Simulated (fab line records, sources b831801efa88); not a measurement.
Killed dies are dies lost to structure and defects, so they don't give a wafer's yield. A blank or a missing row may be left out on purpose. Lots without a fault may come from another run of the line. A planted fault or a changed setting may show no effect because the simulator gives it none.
Chamber matching | flow sky130 | SKY_VIA3_ETCH_14 on rie_diel-03: 4 sister chambers
The step etches BARC in N2/H2, stops on SiO2, time 45.9 s, target depth 60 nm. 14 wafers are shown with their chamber, then 7 later ones without.

WAFERS WITH THEIR CHAMBER
wafer  | chamber | drypump_motor_current_A (A) | run_length_s (s) | rf_fwd_power_W (W)
L379.3 | 2       | 5.8                         | 73.5             | 495.9
L379.5 | 2       | 5.8                         | 73.6             | 493.6
L379.6 | 1       | 6.4                         | 74.1             | 492.5
L383.2 | 1       | 6.3                         | 73.9             | 495.8
L383.5 | 1       | 6.4                         | 74.0             | 494.4
L383.6 | 2       | 5.8                         | 73.7             | 495.1
L386.3 | 3       | 5.7                         | 75.3             | 498.6
L386.4 | 2       | 5.8                         | 73.7             | 497.0
L386.6 | 0       | 5.7                         | 74.3             | 495.6
L395.2 | 1       | 6.3                         | 74.4             | 494.5
L395.3 | 2       | 5.7                         | 73.6             | 492.3
L395.4 | 3       | 5.8                         | 75.4             | 498.3
L398.3 | 0       | 5.7                         | 74.7             | 497.0
L398.4 | 2       | 5.8                         | 73.4             | 492.2

SIGNATURES (means of the wafers above)
reading                 | chamber 0 | chamber 1 | chamber 2 | chamber 3 | scatter within a chamber
drypump_motor_current_A | 5.700     | 6.350     | 5.783     | 5.750     | 0.0483
run_length_s            | 74.500    | 74.100    | 73.583    | 75.350    | 0.171
rf_fwd_power_W          | 496.300   | 494.300   | 494.350   | 498.450   | 1.61
Rule: a wafer's distance from a chamber is the root of the sum, over the readings, of the square of ((its reading less the chamber's mean) divided by the reading's scatter). The wafer belongs to the nearest chamber; if the next one is less than 2 further off, it can't be placed. The scatter: the root of (the sum of the squares of (reading less its chamber's mean) over the shown wafers, divided by (wafers less chambers)).

WAFERS WITHOUT THEIR CHAMBER
wafer  | drypump_motor_current_A (A) | run_length_s (s) | rf_fwd_power_W (W)
L398.6 | 6.4                         | 73.9             | 494.7
L399.1 | 5.7                         | 75.2             | 501.3
L399.3 | 5.7                         | 74.3             | 495.9
L399.6 | 5.7                         | 75.3             | 497.8
L397.2 | 5.8                         | 74.2             | 493.8
L397.5 | 5.7                         | 74.4             | 494.3
L397.6 | 6.3                         | 74.1             | 495.4

WHICH CHAMBER EACH WENT THROUGH
wafer  | from the rows above     | in truth
L398.6 | 1                       | 1
L399.1 | 3                       | 3
L399.3 | 0                       | 0
L399.6 | 3                       | 3
L397.2 | can't be placed: 0 or 2 | 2
L397.5 | 0                       | 0
L397.6 | 1                       | 1
Placed correctly: 6 of 7. Can't be placed from these rows: 1 (the true chamber is among the candidates in 1). Placed wrongly: 0.
